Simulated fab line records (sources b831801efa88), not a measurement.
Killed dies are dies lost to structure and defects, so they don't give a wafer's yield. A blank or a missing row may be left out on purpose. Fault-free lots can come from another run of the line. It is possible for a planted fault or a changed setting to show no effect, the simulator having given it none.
A single fault, viewed from 2 desks | flow gf180mcu | every desk sees just its own numbers, and what lay behind them comes last

== AT THE TOOL OWNER'S DESK: implanter-01 ==
For each lot that ran on this tool, the mean over its sampled wafers that have a number, from the tool's own readings at GF_VT_IMPLANT_IMPLANT_19. Any lot whose mean is over 4 standard deviations away from the usual mean is out of limits and marked OUT; that distance is given in the brackets.
Columns: A = dose ions cm2 at GF_VT_IMPLANT_IMPLANT_19, usual 4.35e+12; B = faraday current uA at GF_VT_IMPLANT_IMPLANT_19, usual 24.5
lot  | first seen here | A                  | B
L876 | day 7 13:01     | 4.35e+12           | 24.7
L881 | day 8 20:52     | 3.99e+12 (-77) OUT | 22.5
L882 | day 9 04:47     | 4.00e+12 (-77) OUT | 22.4 (-4.1) OUT
L894 | day 12 07:01    | 4.35e+12           | 24.7
Finding of this desk: L881, L882 out of limits; the first was L881 at day 8 20:52, on dose ions cm2 at GF_VT_IMPLANT_IMPLANT_19. In limits: L876, L894.

== FROM THE METROLOGY DESK ==
What the gauges read, lot by lot, whatever tool the lot ran on: means of the sampled wafers that have a number. Any lot whose mean is over 4 standard deviations away from the usual mean is out of limits and marked OUT; that distance is given in the brackets.
Columns: A = VT_IMPLANT_OVL at GF_VT_IMPLANT_OVL_MEAS_07, usual 0.5 nm; B = VT_IMPLANT_TW at GF_VT_IMPLANT_TW_MEAS_10, usual 555; C = VT_IMPLANT_01_OVL at GF_VT_IMPLANT_OVL_MEAS_18, usual 0.2 nm
lot  | first seen here | A    | B   | C
L876 | day 6 21:11     | 1.8  | 554 | -0.3
L878 | day 7 09:25     | 1.4  | 568 | 1.5
L881 | day 8 03:58     | -0.4 | 551 | -2.5
L882 | day 8 11:59     | -0.2 | 566 | -0.6
L883 | day 8 16:14     | 1.2  | 550 | -0.5
L894 | day 11 11:17    | 1.0  | 552 | -0.2
This desk's finding: nothing out of limits on any of the 6 lots.

== TAKEN TOGETHER ==
On L881, L882, at day 8 20:52, an alarm was possible from the tool owner's desk.
From the metrology desk's view, nothing was out of limits.
The metrology desk holds a record of L881, L882, inside its limits.
GF_VT_IMPLANT_IMPLANT_19 was run on implanter-01 by each of the lots named.

== WHAT THE SIMULATOR PUT IN ==
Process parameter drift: implanter-01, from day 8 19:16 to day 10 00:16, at GF_VT_IMPLANT_IMPLANT_19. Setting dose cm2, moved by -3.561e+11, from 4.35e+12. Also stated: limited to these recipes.
Shown lots that were struck: L881, L882.
Time in hours from fault onset to the first out-of-limits reading at each desk: the tool owner's desk, 2.
